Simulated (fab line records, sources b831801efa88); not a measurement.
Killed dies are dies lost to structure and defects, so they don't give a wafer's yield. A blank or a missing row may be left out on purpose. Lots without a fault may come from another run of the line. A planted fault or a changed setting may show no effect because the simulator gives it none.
fab line records | flow sky130
record lots=15 wafers=40 last_day=50
route steps=708 shown FIELD_ISO@25 PAD_OPEN@708
lots that met no fault: from a run of the same line without faults
start_h: hours from the record's first day to the start of the lot's first wafer shown | wait_h: hours since the lot's step before | " the same as in the row above | L1.1+2: a row that stands for several wafers | - no value, or no start given | * or withheld: withheld | < > ~ a bound
route shown NAME@n: a module of which the file shows steps, and the number in the route of the first | usual: mean/standard deviation of fault-free wafers | same: alike in all rows | chamber/n: place in a boat | sites: the reading at each site | _std_site: their standard deviation | _edge_site: outer sites' mean less inner sites' | radius_mm: how far each site lies from the wafer's centre | mask NAME#n: copy n | behind: the tool/chamber that last shaped the wafer | hold: why the lot was held/for how many hours/how that ended | device: the transistor (n, p or np) that didn't switch | end of line: the same wafers' tests at the end of the route | a step without rows: its recipe alone | killed: dies lost to structure and defects at the first sort, not the wafer's yield | map: a wafer's dies, x killed, . not, _ none there
set.NAME: the setting as run; set.NAME@STEP: as run at that earlier step | model.NAME: the simulator's own value behind a step, which no gauge read
steps of the route over a sample of lots; a table a step, a row a wafer
services: from which hour (start_h, from the record's first day; less than 0 if before it) a tool's chamber was out of use, for how many hours, and why
## steps
# step SKY_FIELD_ISO_CVD_24
# recipe material=SiO2 target_thk_nm=595 temp_c=650 sigma_open_frac=0.3 time_s=99.2 sih4_flow_sccm=60 pressure_mtorr=6
# columns lot.wafer tool chamber start_h wait_h
L113.1+4+6 hdpcvd-02 1,1,0 32.96 0.1
L114.4+5+6 hdpcvd-01 2,1,0 39.71 0.1
L115.1+3+6 hdpcvd-01 1,2,0 42.54 0.1
L117.2+3+4 hdpcvd-02 0,1,2 52.54 0.0
L119.1+2+5 hdpcvd-01 0,2,1 63.36 0.1
L120.3+4+5 hdpcvd-01 0,2,0 66.15 0.0
L121.1+3+4 hdpcvd-01 1,0,1 72.63 0.1
L122.2+4+6 hdpcvd-01 0,2,1 77.86 0.0
L123.2+3+5 hdpcvd-01 2,0,0 83.19 0.0
L124.4+5 hdpcvd-01 0,1 90.26 0.1
L125.3 hdpcvd-01 0 92.89 0.0
L126.1+3+5 hdpcvd-02 1,2,2 101.35 0.1
L127.4 hdpcvd-01 1 104.31 0.1
L133.1+2+6 hdpcvd-02 2,0,0 134.95 0.1
L135.1+2+4 hdpcvd-02 2,0,2 147.75 0.1
# step SKY_FIELD_ISO_THK_MEAS_25
# recipe reads=SiO2_of_FIELD_ISO_CVD_24
# usual FIELD_ISO_CVD_24_THK=591/7
# columns lot.wafer tool chamber start_h wait_h hold FIELD_ISO_CVD_24_THK[nm]
L113.1 film_metro-04 - 33.03 0.0 - 585
L113.4 " - " " - 587
L113.6 " - " " - 590
L114.4 film_metro-01 - 39.78 0.0 - 593
L114.5 " - " " - 587
L114.6 " - " " - 594
L115.1 film_metro-04 - 42.61 0.0 - 579
L115.3 " - " " - 593
L115.6 " - " " - 584
L117.2 film_metro-03 - 52.62 0.0 - 599
L117.3 " - " " - 600
L117.4 " - " " - 597
L119.1 film_metro-03 - 63.43 0.0 - 584
L119.2 " - " " - 593
L119.5 " - " " - 584
L120.3 film_metro-01 - 66.24 0.1 - 588
L120.4 " - " " - 585
L120.5 " - " " - 586
L121.1 film_metro-04 - 72.70 0.0 - 591
L121.3 " - " " - 593
L121.4 " - " " - 591
L122.2 film_metro-01 - 77.95 0.0 - 576
L122.4 " - " " - 585
L122.6 " - " " - 577
L123.2 film_metro-01 - 83.27 0.0 - 592
L123.3 " - " " - 594
L123.5 " - " " - 589
L124.4 film_metro-01 - 90.33 0.0 await_dispo/0.2h/release 321
L124.5 " - " " await_dispo/0.2h/release 573
L124.4 film_metro-01 - 90.55 0.2 - 321
L124.5 " - " " - 573
L125.3 film_metro-03 - 92.98 0.1 await_dispo/0.2h/release 336
L125.3 film_metro-03 - 93.21 0.2 - 336
L126.1 film_metro-01 - 101.43 0.0 - 593
L126.3 " - " " - 586
L126.5 " - " " - 586
L127.4 film_metro-04 - 104.38 0.0 await_dispo/0.2h/release 322
L127.4 film_metro-04 - 104.60 0.2 - 321
L133.1 film_metro-03 - 135.02 0.0 - 601
L133.2 " - " " - 601
L133.6 " - " " - 600
L135.1 film_metro-03 - 147.82 0.0 - 595
L135.2 " - " " - 600
L135.4 " - " " - 597
# step SKY_FIELD_ISO_CMP_27
# recipe stop_on=Si3N4 t_overpolish_s=16 down_force_psi=4 platen_rpm=60 target_thk_nm=457.8 pad_velocity_m_s=0.94248
# usual motor_current_A=12.3/1.5 time_to_endpoint_s=112/5.1
# columns lot.wafer tool chamber start_h wait_h motor_current_A time_to_endpoint_s
L113.1 cmp-01 1 34.64 0.1 13.3 105
L113.4 " 2 " " 9.7 109
L113.6 " 0 " " 12.6 109
L114.4 cmp-01 0 41.31 0.0 12.6 114
L114.6 " 0 " " 12.6 119
L114.5 " 1 " " 13.2 110
L115.1 cmp-01 2 44.17 0.0 10.1 104
L115.3 " 1 " " 14.3 104
L115.6 " 2 " " 9.9 107
L117.4 cmp-02 0 54.17 0.0 11.9 117
L117.3 " 2 " " 14.6 119
L117.2 " 3 " " 10.8 122
L119.2 cmp-01 2 66.14 0.0 10.3 109
L119.1 " 3 " " 13.4 108
L119.5 " 3 " " 13.9 106
L120.4 cmp-02 1 69.03 0.1 11.4 116
L120.3 " 3 " " 10.5 117
L120.5 " 1 " " 11.6 117
L121.3 cmp-01 0 74.94 0.0 12.7 111
L121.1 " 2 " " 10.0 110
L121.4 " 3 " " 13.7 107
L122.4 cmp-01 2 79.55 0.1 9.9 108
L122.2 " 0 " " 13.3 107
L122.6 " 2 " " 9.7 103
L123.2 cmp-02 0 85.98 0.0 11.5 114
L123.3 " 3 " " 10.3 115
L123.5 " 1 " " 11.5 118
L124.4 cmp-02 0 97.15 0.1 11.7 63
L124.5 " 3 " " 10.6 110
L125.3 cmp-01 0 98.28 0.1 12.4 60
L126.3 cmp-02 2 104.14 0.0 14.1 114
L126.1 " 1 " " 11.8 119
L126.5 " 2 " " 14.4 113
L127.4 cmp-02 1 111.73 0.2 11.5 64
L133.1 cmp-02 2 137.24 0.0 14.3 116
L133.2 " 1 " " 11.6 116
L133.6 " 3 " " 9.9 114
L135.2 cmp-02 2 149.43 0.1 13.7 119
L135.1 " 3 " " 10.3 119
L135.4 " 0 " " 12.1 118
# step SKY_PAD_OPEN_PROBE_99
# usual killed_at_M0_to_M3=44/6.8 killed_at_M4_up=3.2/1.7 killed_at_contacts=24/4.9 killed_at_front_end=14/4.1 killed_at_other=0.2/0.51 killed_dies=85/8.7 killed_on_rim=16/4 killed_open=46/6.8 killed_short=39/6.1
# same gross_dies=492 killed_at_back_side=0
# columns lot.wafer tool chamber start_h wait_h hold killed_at_M0_to_M3 killed_at_M4_up killed_at_contacts killed_at_front_end killed_at_other killed_dies killed_on_rim killed_open killed_short
L114.4 prober-01 - 1076.42 0.2 - 49 4 19 12 1 85 17 51 34
L114.5 prober-01 - 1076.47 0.2 - 42 1 26 19 0 88 16 49 39
L114.6 prober-01 - 1076.52 0.2 - 50 4 25 14 1 94 16 59 35
L119.1 prober-02 - 1109.37 0.1 - 54 4 23 9 0 90 14 46 44
L119.2 prober-02 - 1109.42 0.1 - 43 3 27 27 0 100 20 56 44
L119.5 prober-02 - 1109.57 0.2 - 42 2 32 14 0 90 21 48 42
L120.3 prober-01 - 1115.62 0.2 - 47 4 19 18 0 88 17 46 42
L120.4 prober-01 - 1115.67 0.2 - 29 2 21 14 0 66 9 37 29
L120.5 prober-01 - 1115.72 0.2 - 50 3 18 10 0 81 14 55 26
L124.4 prober-01 - 1142.72 0.2 await_dispo/1.1h/scrap 46 4 25 417 0 492 96 47 41
L124.5 prober-01 - 1142.77 0.2 await_dispo/1.1h/scrap 42 2 24 12 0 80 11 41 39
L125.3 prober-02 - 1144.76 0.2 await_dispo/1.6h/scrap 40 2 22 428 0 492 96 44 37
L126.1 prober-01 - 1160.15 0.1 - 37 2 27 10 0 76 11 47 29
L126.3 prober-01 - 1160.25 0.2 - 33 4 26 11 1 75 17 36 39
L126.5 prober-01 - 1160.35 0.2 - 36 2 31 7 0 76 20 46 30
L127.4 prober-02 - 1168.37 0.2 await_dispo/2.1h/release 38 4 25 424 1 492 96 40 39
L133.1 prober-01 - 1181.02 0.1 - 44 5 37 10 0 96 14 59 37
L133.2 prober-01 - 1181.07 0.1 - 32 4 38 17 0 91 16 52 39
L133.6 prober-01 - 1181.27 0.2 - 49 5 21 14 0 89 15 50 39
L135.1 prober-02 - 1194.18 0.1 - 43 3 24 9 0 79 17 47 32
L135.2 prober-02 - 1194.23 0.1 - 51 5 25 14 0 95 19 51 44
L135.4 prober-02 - 1194.33 0.2 - 43 2 26 13 0 84 21 46 38
# killed by level:class
L114.4 VIA1:geometric_particle:open=10 CONTACT:geometric_particle:open=9 VIA2:geometric_particle:open=7 METAL1:geometric_particle:short=6 VIA3:geometric_particle:open=6 CONTACT:geometric_particle:short=5 VIA1:geometric_particle:short=4 VIA3:geometric_particle:short=4
L114.5 CONTACT:geometric_particle:open=12 FIELD_ISO:geometric_particle:open=7 VIA3:geometric_particle:open=7 VIA1:geometric_particle:short=6 VIA2:geometric_particle:open=6 FIELD_ISO:geometric_particle:short=5 LI_CONTACT:geometric_particle:open=5 CONTACT:geometric_particle:short=5
L114.6 VIA1:geometric_particle:open=14 CONTACT:geometric_particle:open=10 VIA3:geometric_particle:open=7 VIA2:geometric_particle:open=7 VIA2:geometric_particle:short=6 FIELD_ISO:geometric_particle:open=5 LI_CONTACT:geometric_particle:open=5 CONTACT:geometric_particle:short=5
L119.1 METAL1:geometric_particle:short=8 VIA3:geometric_particle:open=8 CONTACT:geometric_particle:open=8 METAL2:geometric_particle:short=8 LI_CONTACT:geometric_particle:open=7 VIA1:geometric_particle:short=6 VIA1:geometric_particle:open=6 METAL1:geometric_particle:open=4
L119.2 VIA1:geometric_particle:open=19 CONTACT:geometric_particle:open=8 LOCAL_INTERCONNECT:geometric_particle:short=7 FIELD_ISO:geometric_particle:open=6 SPACER:geometric_particle:short=6 LI_CONTACT:geometric_particle:open=6 FIELD_ISO:geometric_particle:short=5 VIA2:geometric_particle:open=5
L119.5 CONTACT:geometric_particle:open=19 VIA1:geometric_particle:open=10 METAL2:geometric_particle:short=7 VIA1:geometric_particle:short=5 VIA3:geometric_particle:open=5 POLY_GATE:geometric_particle:short=4 LI_CONTACT:geometric_particle:short=4 CONTACT:geometric_particle:short=4
L120.3 METAL1:geometric_particle:short=9 CONTACT:geometric_particle:open=7 METAL2:geometric_particle:short=6 VIA1:geometric_particle:open=6 VIA2:geometric_particle:open=6 VIA3:geometric_particle:open=6 LI_CONTACT:geometric_particle:open=5 FIELD_ISO:geometric_particle:open=4
L120.4 CONTACT:geometric_particle:open=8 METAL1:geometric_particle:short=6 LOCAL_INTERCONNECT:geometric_particle:short=5 VIA3:geometric_particle:open=5 FIELD_ISO:geometric_particle:open=4 LI_CONTACT:geometric_particle:open=4 VIA1:geometric_particle:short=4 VIA1:geometric_particle:open=4
L120.5 VIA1:geometric_particle:open=12 VIA3:geometric_particle:open=10 VIA2:geometric_particle:open=8 CONTACT:geometric_particle:open=8 LOCAL_INTERCONNECT:geometric_particle:short=5 POLY_GATE:geometric_particle:open=4 METAL2:geometric_particle:short=4 LI_CONTACT:geometric_particle:open=3
L124.4 FIELD_ISO:area_cvd=404 CONTACT:geometric_particle:open=10 VIA1:geometric_particle:short=9 LI_CONTACT:geometric_particle:open=7 VIA1:geometric_particle:open=7 VIA2:geometric_particle:open=7 LOCAL_INTERCONNECT:geometric_particle:short=6 VIA3:geometric_particle:open=5
L124.5 CONTACT:geometric_particle:open=8 VIA1:geometric_particle:open=8 VIA1:geometric_particle:short=7 LOCAL_INTERCONNECT:geometric_particle:short=6 VIA2:geometric_particle:open=6 FIELD_ISO:geometric_particle:open=5 LI_CONTACT:geometric_particle:open=4 CONTACT:geometric_particle:short=4
L125.3 FIELD_ISO:area_cvd=411 VIA1:geometric_particle:open=11 CONTACT:geometric_particle:open=9 FIELD_ISO:geometric_particle:short=6 METAL2:geometric_particle:short=6 VIA1:geometric_particle:short=5 VIA2:geometric_particle:open=5 FIELD_ISO:geometric_particle:open=4
L126.1 VIA1:geometric_particle:open=13 LI_CONTACT:geometric_particle:open=8 CONTACT:geometric_particle:open=8 CONTACT:geometric_particle:short=6 POLY_GATE:geometric_particle:open=5 METAL2:geometric_particle:short=5 VIA2:geometric_particle:open=4 METAL3:geometric_particle:short=3
L126.3 CONTACT:geometric_particle:open=10 CONTACT:geometric_particle:short=6 LI_CONTACT:geometric_particle:open=5 VIA1:geometric_particle:open=5 VIA2:geometric_particle:short=5 VIA2:geometric_particle:open=5 VIA1:geometric_particle:short=4 METAL3:geometric_particle:short=4
L126.5 CONTACT:geometric_particle:open=14 LI_CONTACT:geometric_particle:open=9 METAL2:geometric_particle:short=6 METAL2:geometric_particle:open=6 VIA1:geometric_particle:short=5 VIA1:geometric_particle:open=5 VIA3:geometric_particle:open=4 LI_CONTACT:geometric_particle:short=3
L127.4 FIELD_ISO:area_cvd=413 VIA1:geometric_particle:open=7 VIA3:geometric_particle:open=7 LI_CONTACT:geometric_particle:open=6 LI_CONTACT:geometric_particle:short=6 VIA2:geometric_particle:open=5 CONTACT:geometric_particle:short=5 METAL2:geometric_particle:short=5
L133.1 LI_CONTACT:geometric_particle:open=14 CONTACT:geometric_particle:open=14 VIA2:geometric_particle:open=9 VIA1:geometric_particle:open=8 METAL2:geometric_particle:short=6 VIA3:geometric_particle:open=5 FIELD_ISO:geometric_particle:short=4 VIA1:geometric_particle:short=4
L133.2 LI_CONTACT:geometric_particle:open=12 CONTACT:geometric_particle:open=12 VIA1:geometric_particle:open=9 METAL2:geometric_particle:short=7 CONTACT:geometric_particle:short=7 FIELD_ISO:geometric_particle:open=6 LI_CONTACT:geometric_particle:short=6 POLY_GATE:geometric_particle:open=5
L133.6 VIA1:geometric_particle:open=15 CONTACT:geometric_particle:open=11 VIA3:geometric_particle:open=9 METAL2:geometric_particle:short=7 VIA3:geometric_particle:short=6 VIA1:geometric_particle:short=5 FIELD_ISO:geometric_particle:open=4 POLY_GATE:geometric_particle:open=3
L135.1 VIA1:geometric_particle:open=11 VIA2:geometric_particle:open=9 CONTACT:geometric_particle:open=9 LI_CONTACT:geometric_particle:open=6 FIELD_ISO:geometric_particle:short=4 CONTACT:geometric_particle:short=4 METAL1:geometric_particle:short=4 VIA3:geometric_particle:short=4
L135.2 LI_CONTACT:geometric_particle:open=9 CONTACT:geometric_particle:open=8 VIA3:geometric_particle:open=8 VIA2:geometric_particle:open=8 VIA1:geometric_particle:open=7 METAL1:geometric_particle:short=6 VIA1:geometric_particle:short=6 METAL3:geometric_particle:short=5
L135.4 VIA2:geometric_particle:open=11 CONTACT:geometric_particle:open=8 VIA1:geometric_particle:open=7 FIELD_ISO:geometric_particle:short=6 METAL2:geometric_particle:short=6 METAL1:geometric_particle:short=6 FIELD_ISO:geometric_particle:open=5 LI_CONTACT:geometric_particle:open=5
## services
# columns tool chamber start_h hours kind
cmp-02 - 32.94 6.0 pm
cmp-02 - 64.00 4.0 pm
hdpcvd-02 - 64.04 2.8 pm
hdpcvd-02 - 66.79 15.0 pm
hdpcvd-02 0 66.79 15.0 vent_cycle
hdpcvd-02 1 66.79 15.0 vent_cycle
hdpcvd-02 2 66.79 15.0 vent_cycle
cmp-02 - 68.00 - consumable_replace:conditioner
cmp-02 - 68.00 - consumable_replace:pad
cmp-01 - 70.54 3.3 repair
hdpcvd-02 0 81.79 - clean
hdpcvd-02 1 81.79 - clean
hdpcvd-02 2 81.79 - clean
cmp-01 - 88.73 3.7 pm
cmp-01 - 105.53 3.0 repair
hdpcvd-02 - 144.64 1.9 repair
## key
first_sign step=SKY_FIELD_ISO_THK_MEAS_25 reading=visit direction=added
effect step=SKY_FIELD_ISO_THK_MEAS_25 reading=FIELD_ISO_CVD_24_THK direction=down sigmas=38 usual=591 struck=326
effect step=SKY_FIELD_ISO_CMP_27 reading=time_to_endpoint_s direction=down sigmas=9.6 usual=* struck=*
effect step=SKY_PAD_OPEN_PROBE_99 reading=killed_at_front_end direction=up sigmas=99 usual=14 struck=423
more_kills_born_at SKY_FIELD_ISO_CVD_24@hdpcvd-01=1228
met_at SKY_FIELD_ISO_CVD_24
struck_lots L124,L125,L127
struck_wafers L124.4,L125.3,L127.4
later_rows_left_out L124.4,L125.3,L127.4
tester_left_out L124,L125,L127
onset_between 83.19 90.26
fault kind=process_parameter_drift tool=hdpcvd-01 chamber=- onset_h=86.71 steps=SKY_FIELD_ISO_CVD_24 channel=target_thk_nm offset=-260.46 shape=step end_h=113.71 scope=struck_wafers_only acts_in=these_recipes_only stated=595
# tester_left_out: of these lots the tester's yield and bins aren't shown, on N5 and GAA mostly nor the transistor test; their killed dies are dies lost to structure and defects alone, not to doping, threshold or leakage, so they don't give the yield
# later_rows_left_out: the simulator's readings of these wafers behind a module that went badly wrong aren't trusted and aren't shown, but for the sort
